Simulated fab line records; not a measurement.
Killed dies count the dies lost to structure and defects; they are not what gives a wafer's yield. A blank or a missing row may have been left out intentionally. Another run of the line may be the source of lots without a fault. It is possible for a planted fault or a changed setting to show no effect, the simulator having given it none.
fab line records	flow sky130
record lots=13	wafers=39	last-day=50
route steps=708 shown METAL2@483 VIA2@519 VIA3@578
lots untouched by any fault: they come from a run of this same line in which no faults occurred
start-h: start of the lot's first displayed wafer, in hours after the record's first day	wait-h: hours since the lot's step before	" same as the row above	L1.1+2: one row covering several wafers at once	- no value present, or no start provided	* or withheld: withheld	< > ~ a bound
route shown NAME@n: names a module that has steps shown in the file, with the first one's number in the route	usual: mean/standard deviation taken from wafers without a fault	same: alike in all rows	chamber/n: place in a boat	sites: readings site by site	_std_site: the values' standard deviation	_edge_site: the outer-site mean with the inner-site mean subtracted	radius-mm: for every site, how far away it sits from the centre of the wafer	mask NAME#n: copy n	behind: the last tool/chamber to shape the wafer	hold: reason for holding the lot/hours on hold/outcome of the hold	device: the transistor (n, p or np) that didn't switch	end of line: the same wafers' tests at the end of the route	a step with no rows: only its recipe	killed: dies that structure and defects cost at the first sort, which is not the same as the wafer's yield	map: dies across one wafer; x = killed, . = not, _ = none there
set.NAME: the run value of the setting; set.NAME@STEP: its run value at that earlier step	model.NAME: the simulator's own value behind a step, which no gauge read
the route's steps for a sample of lots (tables are steps, rows are wafers)
services: a tool's chamber out of use, with start hour (start-h, from the record's first day; less than 0 if before it), hours out, and reason
## steps
# step SKY_METAL2_SPUTTER_00
# recipe material=Ti	target-thk-nm=15	power-w=3000	time-s=10	chamber-pressure-pa=0.4
# usual throttle-valve-pct=29.7/0.91
lot.wafer	tool	chamber	start-h	wait-h	throttle-valve-pct
L493.1	pvd-sputter-04	-	787.84	0.1	28.4
L493.2	"	-	"	"	31.5
L493.5	"	-	"	"	29.5
L494.1	pvd-sputter-04	-	805.13	0.1	31.5
L494.3	"	-	"	"	29.4
L494.6	"	-	"	"	29.2
L495.1	pvd-sputter-02	-	808.40	0.2	30.3
L495.3	"	-	"	"	29.2
L495.4	"	-	"	"	30.7
L496.2	pvd-sputter-02	-	813.78	0.1	30.7
L496.5	"	-	"	"	30.3
L496.6	"	-	"	"	30.6
L497.2	pvd-sputter-02	-	822.00	0.1	29.4
L497.3	"	-	"	"	30.3
L497.4	"	-	"	"	29.2
L505.1	pvd-sputter-04	-	882.57	0.1	28.6
L505.2	"	-	"	"	29.2
L505.6	"	-	"	"	29.3
L507.4	pvd-sputter-04	-	900.41	0.2	29.3
L507.5	"	-	"	"	29.6
L507.6	"	-	"	"	28.7
L508.1	pvd-sputter-04	-	915.29	0.1	29.5
L508.3	"	-	"	"	29.5
L508.6	"	-	"	"	29.6
L510.3	pvd-sputter-04	-	930.98	0.1	29.5
L510.4	"	-	"	"	28.6
L510.5	"	-	"	"	31.8
L511.1	pvd-sputter-01	-	932.89	0.2	30.2
L511.4	"	-	"	"	27.4
L511.6	"	-	"	"	30.1
L516.2	pvd-sputter-02	-	973.23	0.2	29.0
L516.3	"	-	"	"	29.4
L516.5	"	-	"	"	29.4
L515.1	pvd-sputter-02	-	975.87	0.1	29.0
L515.2	"	-	"	"	29.3
L515.6	"	-	"	"	29.2
L514.2	pvd-sputter-04	-	979.56	0.2	29.6
L514.4	"	-	"	"	29.3
L514.6	"	-	"	"	31.3
# step SKY_VIA2_CD_MEAS_12
# recipe target-cd-nm=200
# usual cd-nm=200.0/1.4
lot.wafer	tool	chamber	start-h	wait-h	cd-nm
L493.1	cd-sem-02	-	842.18	-	200.1
L493.2	"	-	"	"	200.6
L493.5	"	-	"	"	199.6
L494.1	cd-sem-01	-	858.30	-	199.5
L494.3	"	-	"	"	200.2
L494.6	"	-	"	"	198.9
L495.1	cd-sem-02	-	862.06	-	197.8
L495.3	"	-	"	"	198.2
L495.4	"	-	"	"	199.1
L496.2	cd-sem-02	-	867.83	-	199.7
L496.5	"	-	"	"	200.6
L496.6	"	-	"	"	200.2
L497.2	cd-sem-01	-	875.52	-	199.8
L497.3	"	-	"	"	199.5
L497.4	"	-	"	"	200.5
L505.1	cd-sem-01	-	935.16	-	197.0
L505.2	"	-	"	"	199.4
L505.6	"	-	"	"	199.4
L507.4	cd-sem-01	-	952.17	-	201.2
L507.5	"	-	"	"	200.3
L507.6	"	-	"	"	201.1
L508.1	cd-sem-02	-	966.60	-	200.3
L508.3	"	-	"	"	201.0
L508.6	"	-	"	"	199.7
L510.3	cd-sem-01	-	981.00	-	201.3
L510.4	"	-	"	"	202.6
L510.5	"	-	"	"	202.1
L511.1	cd-sem-02	-	983.11	-	203.8
L511.4	"	-	"	"	203.7
L511.6	"	-	"	"	203.3
L516.2	cd-sem-02	-	1022.24	-	198.9
L516.3	"	-	"	"	199.4
L516.5	"	-	"	"	198.8
L515.1	cd-sem-01	-	1023.95	-	200.6
L515.2	"	-	"	"	201.5
L515.6	"	-	"	"	202.5
L514.2	cd-sem-01	-	1028.64	-	199.3
L514.4	"	-	"	"	200.4
L514.6	"	-	"	"	200.5
# step SKY_VIA2_RS_MEAS_22
# recipe thk-meas-gauge=four-point-probe	reads=W_of_VIA2_CVD_21+TiN_of_VIA2_SPUTTER_20
# usual VIA2_W_RS=0.2722/0.0029
lot.wafer	tool	chamber	start-h	wait-h	VIA2_W_RS[ohm/sq]
L493.1	film-metro-03	-	843.24	0.1	0.2745
L493.2	"	-	"	"	0.2742
L493.5	"	-	"	"	0.2718
L494.1	film-metro-03	-	859.39	0.1	0.2741
L494.3	"	-	"	"	0.2747
L494.6	"	-	"	"	0.2750
L495.1	film-metro-03	-	863.10	0.1	0.2704
L495.3	"	-	"	"	0.2662
L495.4	"	-	"	"	0.2705
L496.2	film-metro-02	-	868.87	0.1	0.2742
L496.5	"	-	"	"	0.2743
L496.6	"	-	"	"	0.2784
L497.2	film-metro-03	-	876.59	0.1	0.2710
L497.3	"	-	"	"	0.2724
L497.4	"	-	"	"	0.2706
L505.1	film-metro-04	-	936.21	0.1	0.2744
L505.2	"	-	"	"	0.2736
L505.6	"	-	"	"	0.2721
L507.4	film-metro-03	-	953.25	0.1	0.2696
L507.5	"	-	"	"	0.2698
L507.6	"	-	"	"	0.2730
L508.1	film-metro-02	-	967.69	0.1	0.2719
L508.3	"	-	"	"	0.2716
L508.6	"	-	"	"	0.2718
L510.3	film-metro-03	-	982.05	0.1	0.2679
L510.4	"	-	"	"	0.2680
L510.5	"	-	"	"	0.2714
L511.1	film-metro-02	-	984.17	0.1	0.2669
L511.4	"	-	"	"	0.2733
L511.6	"	-	"	"	0.2683
L516.2	film-metro-03	-	1023.28	0.1	0.2733
L516.3	"	-	"	"	0.2712
L516.5	"	-	"	"	0.2717
L515.1	film-metro-02	-	1025.00	0.1	0.2764
L515.2	"	-	"	"	0.2738
L515.6	"	-	"	"	0.2756
L514.2	film-metro-02	-	1029.68	0.1	0.2690
L514.4	"	-	"	"	0.2683
L514.6	"	-	"	"	0.2696
# step SKY_VIA3_HMDS_05
# recipe prime-time-s=60	prime-temp-c=120
# usual prime-temp-c=120.01/0.15
lot.wafer	tool	chamber	start-h	wait-h	prime-temp-c
L493.1	litho-track-03	0	909.83	0.1	120.11
L493.2	"	0	"	"	120.09
L493.5	"	0	"	"	120.22
L494.1	litho-track-04	0	925.61	0.1	120.05
L494.3	"	0	"	"	120.13
L494.6	"	0	"	"	120.24
L495.1	litho-track-03	0	929.33	0.1	119.82
L495.3	"	0	"	"	119.95
L495.4	"	0	"	"	120.06
L496.2	litho-track-03	0	934.35	0.1	124.57
L496.5	"	0	"	"	124.66
L496.6	"	0	"	"	124.66
L497.2	litho-track-03	0	941.55	0.1	124.84
L497.3	"	0	"	"	124.66
L497.4	"	0	"	"	124.59
L505.1	litho-track-02	0	998.90	0.1	119.99
L505.2	"	0	"	"	120.06
L505.6	"	0	"	"	119.99
L507.4	litho-track-04	0	1015.49	0.1	119.93
L507.5	"	0	"	"	120.00
L507.6	"	0	"	"	119.86
L508.1	litho-track-03	0	1028.58	0.1	120.03
L508.3	"	0	"	"	120.01
L508.6	"	0	"	"	120.17
L510.3	litho-track-04	0	1042.47	0.1	119.91
L510.4	"	0	"	"	120.03
L510.5	"	0	"	"	120.17
L511.1	litho-track-03	0	1043.78	0.1	119.78
L511.4	"	0	"	"	119.97
L511.6	"	0	"	"	119.62
L516.2	litho-track-02	0	1079.33	0.1	120.08
L516.3	"	0	"	"	120.12
L516.5	"	0	"	"	120.03
L515.1	litho-track-03	0	1081.98	0.1	119.90
L515.2	"	0	"	"	120.06
L515.6	"	0	"	"	119.82
L514.2	litho-track-03	0	1087.36	0.1	119.73
L514.4	"	0	"	"	120.07
L514.6	"	0	"	"	119.96
## services
tool	chamber	start-h	hours	kind
pvd-sputter-02	-	838.63	0.8	repair
pvd-sputter-01	-	908.64	2.2	repair
pvd-sputter-02	-	927.87	0.9	repair
pvd-sputter-01	-	1019.03	4.9	repair
pvd-sputter-02	-	1031.99	18.2	repair
## key
first-sign step=SKY_VIA3_HMDS_05	reading=prime-temp-c	direction=up	sigmas=31	usual=*	struck=*
effect none on later readings
met-at SKY_VIA3_HMDS_05
struck-lots L496,L497
not-acting-at SKY_METAL2_SPUTTER_00,SKY_VIA2_CD_MEAS_12,SKY_VIA2_RS_MEAS_22
onset-between 929.33 934.35
fault kind=process-parameter-drift	tool=litho-track-03	chamber=-	onset-h=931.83	steps=SKY_VIA3_HMDS_05	channel=prime-temp-c	offset=*	shape=step	end-h=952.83	acts-in=*	stated=*
